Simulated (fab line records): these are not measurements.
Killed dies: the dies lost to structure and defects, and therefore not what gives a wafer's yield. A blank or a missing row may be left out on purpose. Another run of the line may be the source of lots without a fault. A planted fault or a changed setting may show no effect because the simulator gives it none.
2 desks, one fault -- flow gf180mcu -- each desk holds nothing but its own numbers, with what lay behind them at the end

## THE TOOL OWNER'S DESK: pvdSputter-04
The tool's own readings at GF_V2_SPUTTER_21 (material Ti, target thk 15 nm, time 80.02 s): means of the sampled wafers that have a number, for each lot that ran on this tool. If a lot's mean is further than 4 standard deviations from the usual mean, the lot is out of limits and carries the mark OUT (the distance appears in the brackets).
Columns: A = chamberPressurePa at GF_V2_SPUTTER_21, usual 5.000 Pa; B = throttleValvePct at GF_V2_SPUTTER_21, usual 29.7 %
lot,first seen here,A,B
L198,day 22 10:57,4.458 (-56) OUT,32.0
L199,day 22 21:45,4.448 (-57) OUT,31.8
L211,day 26 11:43,5.005,29.4
L213,day 27 01:18,5.007,30.2
This desk's verdict: out of limits on L198, L199, starting with L198 at day 22 10:57 (chamberPressurePa at GF_V2_SPUTTER_21). L211, L213 stayed within limits.

## METROLOGY DESK
Lot by lot, what the gauges showed, no matter which tool ran the lot: averages of those sampled wafers that carry a number. If a lot's mean is further than 4 standard deviations from the usual mean, the lot is out of limits and carries the mark OUT (the distance appears in the brackets).
Columns: A = cdNm at GF_V2_CD_MEAS_14, usual 260.2 nm; B = V2_OVL at GF_V2_OVL_MEAS_15, usual -2 nm
lot,first seen here,A,B
L194,day 20 16:14,260.6,-5
L198,day 22 10:11,262.3,-6
L199,day 22 20:55,259.7,-5
L209,day 26 00:24,260.3,6
L211,day 26 10:51,259.8,5
L213,day 27 00:28,258.7,0
This desk's finding: nothing out of limits on any of the 6 lots.

## TAKEN TOGETHER
The tool owner's desk had the chance to raise an alarm at day 22 10:57 on L198, L199.
From the metrology desk's view, nothing was out of limits.
The metrology desk holds a record of L198, L199, inside its limits.
All the named lots went through GF_V2_SPUTTER_21 on pvdSputter-04.

## WHAT WAS PUT IN BY THE SIMULATOR
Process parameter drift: pvdSputter-04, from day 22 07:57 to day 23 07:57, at GF_V2_SPUTTER_21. A move of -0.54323 in setting chamberPressurePa, from 5. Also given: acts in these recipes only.
Struck lots among those shown: L198, L199.
Time in hours from fault onset to the first out-of-limits reading at each desk: the tool owner's desk, 3.
